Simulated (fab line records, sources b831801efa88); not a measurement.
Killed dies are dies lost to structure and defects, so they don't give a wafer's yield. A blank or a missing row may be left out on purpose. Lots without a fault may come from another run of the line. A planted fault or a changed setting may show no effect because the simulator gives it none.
Which tool did it? | flow gf180mcu | 12 lots, 36 wafers sampled, at 2 steps of a route of 602

WHAT THE GAUGES READ, wafer by wafer
GF_MIM_THK_MEAS_06. Usual: MIM_CVD_05_THK 42.1 nm, standard deviation 0.62.
lot  | measured     | on            | MIM_CVD_05_THK (nm) | flag
L594 | day 24 10:46 | film_metro-04 | 42.4 42.0 43.7      |
L595 | day 24 18:35 | film_metro-04 | 41.6 42.6 42.6      |
L599 | day 26 05:56 | film_metro-01 | 42.5 41.2 42.9      |
L605 | day 28 05:31 | film_metro-01 | 41.8 41.2 42.7      |
L608 | day 29 00:30 | film_metro-04 | 40.8 41.4 41.9      |
L611 | day 29 19:02 | film_metro-02 | 42.3 42.8 42.8      |
L612 | day 30 02:01 | film_metro-02 | 41.9 42.6 41.9      |
L613 | day 30 07:05 | film_metro-02 | 41.6 42.4 42.1      |
L614 | day 30 15:10 | film_metro-01 | 41.8 42.5 42.6      |
L615 | day 30 19:33 | film_metro-01 | 41.1 41.8 42.5      |
L616 | day 31 03:01 | film_metro-01 | 41.1 41.5 42.0      |
L617 | day 31 07:20 | film_metro-01 | 42.9 42.6 42.8      |

WHICH TOOL RAN EACH LOT (tool, then ch and the chambers of the sampled wafers, then the start)
lot  | GF_MIM_CVD_05
L594 | pecvd-04 ch 0,1,2, day 24 10:44
L595 | pecvd-04 ch 0,1, day 24 18:33
L599 | pecvd-02 ch 1,2, day 26 05:52
L605 | pecvd-03 ch 0,1,2, day 28 05:29
L608 | pecvd-03 ch 0,1, day 29 00:28
L611 | pecvd-04 ch 1,2, day 29 18:59
L612 | pecvd-02 ch 0,1,2, day 30 01:58
L613 | pecvd-02 ch 1, day 30 07:02
L614 | pecvd-03 ch 1,2, day 30 15:07
L615 | pecvd-02 ch 0,1,2, day 30 19:30
L616 | pecvd-02 ch 1,2, day 31 02:59
L617 | pecvd-03 ch 0,1,2, day 31 07:17
- GF_MIM_CVD_05: deposits Si3N4, target thk 42 nm, time 29.086 s.

WHAT THE TOOLS THEMSELVES READ (means of the sampled wafers that have a number; where no wafer has one, the mark that the record gives instead)
GF_MIM_CVD_05. Usual: heater_power_w 638 W, standard deviation 78.
lot  | tool     | heater_power_w (W) | flag
L594 | pecvd-04 | 579                |
L595 | pecvd-04 | 697                |
L599 | pecvd-02 | 686                |
L605 | pecvd-03 | 649                |
L608 | pecvd-03 | 715                |
L611 | pecvd-04 | 600                |
L612 | pecvd-02 | 627                |
L613 | pecvd-02 | 693                |
L614 | pecvd-03 | 674                |
L615 | pecvd-02 | 627                |
L616 | pecvd-02 | 665                |
L617 | pecvd-03 | 641                |

THE ANSWER, worked out from the rows above alone
Rule: a lot is off if the mean of its wafers that have a number lies more than 3 standard deviations from the usual mean. A lot without any number at a reading at which 4 lots or more have one is off too. The other lots that the step has rows for count as sound. The gauges are gone through in route order, then the tools' own readings, and for those a lot's mean is taken as printed above. The first step at which some lot is off is used, and at that step the reading that is off furthest; a lot without a number counts as furthest.
No lot is off at any reading shown: from this, nothing can be told.

WHAT THE SIMULATOR HAD PUT IN
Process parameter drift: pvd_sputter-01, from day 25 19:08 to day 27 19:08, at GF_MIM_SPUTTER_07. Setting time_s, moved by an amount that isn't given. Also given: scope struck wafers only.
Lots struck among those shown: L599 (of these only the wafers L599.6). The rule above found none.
